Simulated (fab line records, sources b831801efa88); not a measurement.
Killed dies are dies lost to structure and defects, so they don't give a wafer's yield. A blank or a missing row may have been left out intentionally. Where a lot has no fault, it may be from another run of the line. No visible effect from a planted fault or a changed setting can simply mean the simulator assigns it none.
What tool caused it? -- flow gf180mcu -- 13 lots with 39 wafers sampled at 4 steps, on a route of 602 steps

## WHAT EACH GAUGE READ, for each wafer
GF_M5_OVL_MEAS_08. Usual: M5_OVL typically reads -2 nm, with standard deviation 5.1.
lot,measured,on,M5_OVL (nm),flag
L397,day 26 06:31,overlay-01,1 1 3,
L398,day 26 14:25,overlay-02,1 -7 -9,
L399,day 27 01:16,overlay-01,4 -2 0,
L400,day 27 03:19,overlay-02,3 2 2,
L401,day 27 14:28,overlay-01,-10 2 -12,
L403,day 28 04:14,overlay-01,0 -3 -4,
L406,day 29 03:50,overlay-01,0 -7 -1,
L407,day 29 07:38,overlay-02,0 -2 0,
L410,day 30 04:52,overlay-01,-3 -7 -3,
L413,day 31 07:10,overlay-01,1 6 11,
L418,day 32 06:11,overlay-01,-6 3 -4,
L419,day 32 13:38,overlay-01,-5 6 -5,
L420,day 32 18:38,overlay-01,-10 -4 0,

GF_TOP_METAL_RS_MEAS_05: a four-point-probe measurement. Usual: TOP_METAL_ALCU_RS typically reads 0.0327 ohm/sq, with standard deviation 0.00048.
lot,measured,on,TOP_METAL_ALCU_RS (ohm/sq),flag
L397,day 27 07:07,film metro-03,0.0319 0.0329 0.0327,
L398,day 27 14:09,film metro-03,0.0331 0.0332 0.0328,
L399,day 28 00:34,film metro-03,0.0321 0.0330 0.0331,
L400,day 28 01:54,film metro-04,0.0321 0.0329 0.0324,
L401,day 28 13:07,film metro-04,0.0322 0.0320 0.0325,
L403,day 29 02:49,film metro-01,0.0322 0.0320 0.0316,
L406,day 30 02:26,film metro-01,0.0330 0.0334 0.0335,
L407,day 30 05:16,film metro-01,0.0323 0.0323 0.0325,
L410,day 31 02:07,film metro-04,0.0334 0.0338 0.0333,
L413,day 32 03:05,film metro-01,0.0334 0.0333 0.0331,
L418,day 33 00:59,film metro-01,0.0327 0.0335 0.0333,
L419,day 33 08:29,film metro-03,0.0331 0.0329 0.0332,
L420,day 33 13:28,film metro-04,0.0323 0.0320 0.0326,

## EACH LOT AND THE TOOL THAT RAN IT (in order: tool; ch and the chambers of the sampled wafers; start)
lot,GF_V2_CVD_02,GF_M3_SPUTTER_04
L397,"pecvd-04 ch 0,1,2, day 19 05:48","pvd sputter-01, day 20 08:25"
L398,"pecvd-04 ch 0,2, day 19 16:32","pvd sputter-02, day 20 18:39"
L399,"pecvd-03 ch 0,1,2, day 20 02:41","pvd sputter-01, day 21 05:08"
L400,"pecvd-04 ch 1,2, day 20 06:45","pvd sputter-04, day 21 08:38"
L401,"pecvd-04 ch 0,1,2, day 20 19:50","pvd sputter-02, day 21 21:32"
L403,"pecvd-04 ch 1,2, day 21 13:13","pvd sputter-01, day 22 14:46"
L406,"pecvd-03 ch 2, day 22 18:14","pvd sputter-02, day 23 19:13"
L407,"pecvd-01 ch 0,2, day 22 19:30","pvd sputter-02, day 23 20:20"
L410,"pecvd-03 ch 1,2, day 23 22:45","pvd sputter-01, day 24 23:02"
L413,"pecvd-01 ch 0,1, day 25 06:15","pvd sputter-02, day 26 05:24"
L418,"pecvd-03 ch 0,1,2, day 26 11:19","pvd sputter-01, day 27 09:27"
L419,"pecvd-01 ch 0,1, day 26 17:47","pvd sputter-04, day 27 17:09"
L420,"pecvd-03 ch 0,1, day 27 03:23","pvd sputter-01, day 28 01:29"
- GF_V2_CVD_02: deposits SiO2 from TEOS, target thk 850 nm, time 94.851 s.
- GF_M3_SPUTTER_04: material TiN, target thk 50 nm, time 41.7 s.

## WHAT THE TOOLS THEMSELVES READ (means of the sampled wafers that have a number; where no wafer has one, the mark that the record gives instead)
GF_V2_CVD_02. Usual: heater power w 625 W, standard deviation 90; susceptor temp C 399.99 C, standard deviation 0.21.
lot,tool,heater power w (W),susceptor temp C (C),flag
L397,pecvd-04,648,400.16,
L398,pecvd-04,623,399.86,
L399,pecvd-03,633,400.12,
L400,pecvd-04,728,399.76,
L401,pecvd-04,630,400.04,
L403,pecvd-04,697,399.84,
L406,pecvd-03,536,399.93,
L407,pecvd-01,584,400.07,
L410,pecvd-03,646,399.89,
L413,pecvd-01,706,400.17,
L418,pecvd-03,653,399.97,
L419,pecvd-01,720,400.00,
L420,pecvd-03,607,399.95,

GF_M3_SPUTTER_04. Usual: throttle valve pct 30.0 %, standard deviation 1.2.
lot,tool,throttle valve pct (%),flag
L397,pvd sputter-01,28.7,
L398,pvd sputter-02,30.4,
L399,pvd sputter-01,29.3,
L400,pvd sputter-04,30.9,
L401,pvd sputter-02,29.7,
L403,pvd sputter-01,29.6,
L406,pvd sputter-02,29.3,
L407,pvd sputter-02,30.0,
L410,pvd sputter-01,30.3,
L413,pvd sputter-02,30.5,
L418,pvd sputter-01,29.1,
L419,pvd sputter-04,31.5,
L420,pvd sputter-01,29.2,

## THE ANSWER, worked out from the rows above alone
Rule: a lot is off if the mean of its wafers that have a number lies more than 3 standard deviations from the usual mean. A lot without any number at a reading at which 4 lots or more have one is off too. Where the step has rows for the other lots, those lots are counted as sound. After the gauges, taken in route order, come the tools' own readings; for these a lot's mean is taken, as printed above. At the first step where some lot is off, the reading lying furthest off is the one used; lots without a number count as furthest.
No lot is off on any of the readings shown, so nothing can be concluded from this.

## WHAT THE SIMULATOR HAD PUT IN
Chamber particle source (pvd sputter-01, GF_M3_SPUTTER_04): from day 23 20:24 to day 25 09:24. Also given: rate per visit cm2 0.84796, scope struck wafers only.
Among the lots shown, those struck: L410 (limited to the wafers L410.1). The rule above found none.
